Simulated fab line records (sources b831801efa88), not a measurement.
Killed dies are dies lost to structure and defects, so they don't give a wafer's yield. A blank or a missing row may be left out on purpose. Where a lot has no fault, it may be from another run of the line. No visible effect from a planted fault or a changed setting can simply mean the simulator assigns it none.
Which of the tools did it? + flow gf180mcu + 6 lots with 18 wafers sampled at 2 steps, on a route of 602 steps

WHAT THE GAUGES READ, wafer by wafer
GF_SALICIDE_RS_MEAS_04: uses a four-point probe to measure.
| lot  | measured     | on            | SALICIDE_TIN_RS (ohm/sq)            |
|------|--------------|---------------|-------------------------------------|
| L536 | day 15 08:47 | film_metro-02 | 15.96 15.89 15.88                   |
| L538 | day 16 11:06 | film_metro-01 | 16.41 16.02 16.07                   |
| L541 | day 17 08:46 | film_metro-01 | 16.21 15.87 16.09                   |
| L547 | day 19 22:32 | film_metro-02 | 16.12 16.50 16.14                   |
| L549 | day 20 06:23 | film_metro-04 | 24.17 15.95 24.42 24.20 15.96 24.40 |
| L558 | day 23 05:05 | film_metro-01 | 16.00 16.19 16.07                   |

TOOL THAT RAN EACH LOT (tool first, then ch and the chambers of the sampled wafers, then the start)
| lot  | GF_SALICIDE_SPUTTER_02       |
|------|------------------------------|
| L536 | pvd_sputter-03, day 15 08:42 |
| L538 | pvd_sputter-03, day 16 11:03 |
| L541 | pvd_sputter-01, day 17 08:42 |
| L547 | pvd_sputter-01, day 19 22:28 |
| L549 | pvd_sputter-01, day 20 06:20 |
| L558 | pvd_sputter-02, day 23 05:01 |
- GF_SALICIDE_SPUTTER_02: material Co, target thk 10 nm, time 20 s.

THE ANSWER, worked out from the rows above alone
Rule: the lots themselves supply what counts as usual. Put in order of their means at a reading, lots are off if they are a third of the lots or fewer, leave a main group of 4 or more, and stand apart from it by a gap of 3 or more times the standard deviation of the main group's means; of several such gaps the widest counts. Not used: any main group whose means are identical at the precision the tables above print for the reading. Also off: a lot with no number at a reading for which 4 or more lots have one. Any other lot the step has rows for is counted as sound.
Off: at GF_SALICIDE_RS_MEAS_04 (SALICIDE_TIN_RS), L549. Mean 16.09 ohm/sq and standard deviation 0.11 in the main group.
A tool fits if, at a process step before that reading, it ran every lot that is off, and no sound lot after the first of them. The gauges at GF_SALICIDE_RS_MEAS_04 are tried like those tools. Undecided on this evidence; 2 tools fit (pvd_sputter-01 at GF_SALICIDE_SPUTTER_02, film_metro-04 at GF_SALICIDE_RS_MEAS_04).

WHAT THE SIMULATOR HAD INSERTED
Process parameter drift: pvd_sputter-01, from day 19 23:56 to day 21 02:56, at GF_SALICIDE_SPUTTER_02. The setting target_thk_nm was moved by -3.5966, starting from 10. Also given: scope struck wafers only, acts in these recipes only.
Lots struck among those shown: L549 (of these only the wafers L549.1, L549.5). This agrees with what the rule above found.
